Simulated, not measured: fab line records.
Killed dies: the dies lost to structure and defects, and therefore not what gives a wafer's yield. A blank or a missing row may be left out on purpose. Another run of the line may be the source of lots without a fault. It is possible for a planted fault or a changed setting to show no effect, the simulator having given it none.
Which tool was responsible?	flow sky130	Sampling: 12 lots, 36 wafers, 6 of 708 route steps

== WHAT THE GAUGES READ, wafer by wafer ==
SKY_VT_ADJUST_HVTP_CD_MEAS_07 targets a cd of 380 nm. Usual: cd nm 379.2 nm, standard deviation 2.7.
lot	measured	on	cd nm (nm)	flag
L740	day 7 02:48	cd sem-01	377.5 377.9 380.3	
L741	day 7 07:28	cd sem-02	378.9 382.6 381.2	
L742	day 7 16:58	cd sem-01	375.7 377.2 373.3	
L743	day 8 02:24	cd sem-02	378.2 379.4 378.5	
L747	day 8 19:35	cd sem-02	382.8 382.6 385.4	
L748	day 9 02:47	cd sem-01	376.5 377.3 378.5	
L750	day 9 09:20	cd sem-02	380.7 382.7 379.9	
L753	day 10 04:52	cd sem-01	380.5 380.4 382.5	
L754	day 10 10:09	cd sem-01	384.5 379.3 381.3	
L755	day 10 18:09	cd sem-02	378.2 379.5 378.0	
L757	day 11 08:46	cd sem-02	380.0 379.9 381.0	
L760	day 12 03:02	cd sem-01	376.9 377.1 378.8	

SKY_VT_ADJUST_NCORE_CD_MEAS_07 targets a cd of 380 nm. Usual: cd nm 379.6 nm, standard deviation 2.1.
lot	measured	on	cd nm (nm)	flag
L740	day 9 16:20	cd sem-01	380.3 382.5 381.0	
L741	day 9 20:56	cd sem-01	380.8 378.9 380.9	
L742	day 10 07:24	cd sem-02	380.3 381.4 379.0	
L743	day 10 18:13	cd sem-01	381.8 383.2 383.0	
L747	day 11 14:22	cd sem-02	379.1 378.6 377.9	
L748	day 11 19:58	cd sem-02	379.6 381.3 380.0	
L750	day 12 04:24	cd sem-02	379.4 379.7 376.9	
L753	day 13 02:23	cd sem-02	382.4 381.7 383.1	
L754	day 13 08:50	cd sem-01	380.8 377.5 377.3	
L755	day 13 18:02	cd sem-01	382.2 379.8 382.8	
L757	day 14 10:11	cd sem-02	382.5 381.6 378.5	
L760	day 15 07:05	cd sem-01	379.9 378.2 379.7	

SKY_VT_ADJUST_PCH_OVL_MEAS_07. Usual: VT_ADJUST_PCH_OVL -0.8 nm, standard deviation 1.5.
lot	measured	on	VT_ADJUST_PCH_OVL (nm)	flag
L740	day 11 13:28	overlay-01	- - -	OFF
L741	day 11 18:27	overlay-02	-1.7 -1.7 -1.9	
L742	day 12 05:16	overlay-01	-3.2 -5.3 -4.4	
L743	day 12 16:49	overlay-01	0.2 -0.3 0.3	
L747	day 13 14:57	overlay-01	-0.1 0.1 -1.7	
L748	day 13 21:01	overlay-01	0.0 -1.9 -1.4	
L750	day 14 07:22	overlay-01	-1.4 -2.1 -2.1	
L753	day 15 07:23	overlay-01	-0.3 0.3 -0.6	
L754	day 15 12:14	overlay-01	1.3 1.7 1.6	
L755	day 15 23:34	overlay-02	-0.6 0.2 -0.7	
L757	day 16 16:32	overlay-02	-1.3 -0.1 0.4	
L760	day 17 16:10	overlay-02	0.0 -0.8 1.2	

SKY_VT_ADJUST_PCH_TW_MEAS_10. Usual: VT_ADJUST_PCH_TW 141.7, standard deviation 0.84.
lot	measured	on	VT_ADJUST_PCH_TW	flag
L740	day 11 13:45	film metro-04	30.0 29.8 29.9 29.7 29.8 29.9	OFF
L741	day 11 18:44	film metro-04	142.1 141.6 141.7	
L742	day 12 05:33	film metro-04	141.6 141.3 140.5	
L743	day 12 17:06	film metro-04	141.6 141.0 140.4	
L747	day 13 15:15	film metro-04	140.9 140.7 141.4	
L748	day 13 21:17	film metro-03	141.7 141.4 142.3	
L750	day 14 07:39	film metro-04	141.0 141.3 140.9	
L753	day 15 07:40	film metro-03	143.7 144.0 143.5	
L754	day 15 12:32	film metro-04	141.7 142.4 142.2	
L755	day 15 23:51	film metro-04	141.6 142.2 141.7	
L757	day 16 16:50	film metro-01	141.6 141.5 141.4	
L760	day 17 16:26	film metro-03	143.0 143.2 142.9	

== EACH LOT AND THE TOOL THAT RAN IT (in order: tool; ch and the chambers of the sampled wafers; start) ==
lot	SKY_VT_ADJUST_NCORE_STRIP_10	SKY_VT_ADJUST_PCH_EXPOSE_04
L740	plasma asher-03 ch 0,1, day 9 16:39	iline stepper-01 ch 0, day 11 02:21
L741	plasma asher-03 ch 1, day 9 21:13	iline stepper-01 ch 0, day 11 07:21
L742	plasma asher-04 ch 0,1, day 10 07:42	iline stepper-02 ch 0, day 11 18:17
L743	plasma asher-04 ch 0,1, day 10 18:31	iline stepper-02 ch 0, day 12 04:38
L747	plasma asher-03 ch 0,1, day 11 14:39	iline stepper-01 ch 0, day 13 01:41
L748	plasma asher-04 ch 0,1, day 11 20:16	iline stepper-01 ch 0, day 13 08:58
L750	plasma asher-04 ch 0,1, day 12 04:43	iline stepper-01 ch 0, day 13 19:06
L753	plasma asher-04 ch 0,1, day 13 02:42	iline stepper-01 ch 0, day 14 19:02
L754	plasma asher-01 ch 0,1, day 13 09:07	iline stepper-02 ch 0, day 14 23:17
L755	plasma asher-01 ch 0,1, day 13 18:20	iline stepper-01 ch 0, day 15 09:23
L757	plasma asher-01 ch 0,1, day 14 10:28	iline stepper-02 ch 0, day 16 03:15
L760	plasma asher-04 ch 0,1, day 15 07:24	iline stepper-01 ch 0, day 17 01:54
- SKY_VT_ADJUST_NCORE_STRIP_10: strips in O2/N2.
- SKY_VT_ADJUST_PCH_EXPOSE_04: exposes mask NWM, target cd 840 nm.

== AS READ BY THE TOOLS THEMSELVES (means over the sampled wafers that have a number; for cases with no such wafer, the mark the record gives instead) ==
SKY_VT_ADJUST_NCORE_STRIP_10. Usual: drypump motor current A 6.0 A, standard deviation 0.34; oes product au 0.717 a.u., standard deviation 0.0043; strip time to endpoint s 14.19 s, standard deviation 0.042.
lot	tool	drypump motor current A (A)	oes product au (a.u.)	strip time to endpoint s (s)	flag
L740	plasma asher-03	6.2	0.719	14.14	
L741	plasma asher-03	5.9	0.713	14.15	
L742	plasma asher-04	5.7	0.718	14.15	
L743	plasma asher-04	5.9	0.716	14.18	
L747	plasma asher-03	6.2	0.718	14.15	
L748	plasma asher-04	5.8	0.718	14.10	
L750	plasma asher-04	5.7	0.718	14.22	
L753	plasma asher-04	5.7	0.720	14.15	
L754	plasma asher-01	5.9	0.715	14.22	
L755	plasma asher-01	6.0	0.721	14.24	
L757	plasma asher-01	6.3	0.717	14.23	
L760	plasma asher-04	5.8	0.716	14.17	

== THE ANSWER, worked out from the rows above alone ==
Rule: lot off if the mean of its wafers having a number is beyond 3 standard deviations from the usual mean. Also off: a lot with no number at a reading for which 4 or more lots have one. The other lots that the step has rows for count as sound. After the gauges, taken in route order, come the tools' own readings; for these a lot's mean is taken, as printed above. At the first step where some lot is off, the reading lying furthest off is the one used; lots without a number count as furthest.
Off: at SKY_VT_ADJUST_PCH_OVL_MEAS_07 (VT_ADJUST_PCH_OVL), L740. Without a number there: L740.
If a tool, at a process step before that reading, ran all the lots that are off and no sound lot after the first of them, it fits. Not tried: the gauges at SKY_VT_ADJUST_PCH_OVL_MEAS_07; whatever is off there is also off at SKY_VT_ADJUST_PCH_TW_MEAS_10, on other tools, and gauge error can't account for it. No candidate that was tried fits.

== WHAT THE SIMULATOR PUT IN ==
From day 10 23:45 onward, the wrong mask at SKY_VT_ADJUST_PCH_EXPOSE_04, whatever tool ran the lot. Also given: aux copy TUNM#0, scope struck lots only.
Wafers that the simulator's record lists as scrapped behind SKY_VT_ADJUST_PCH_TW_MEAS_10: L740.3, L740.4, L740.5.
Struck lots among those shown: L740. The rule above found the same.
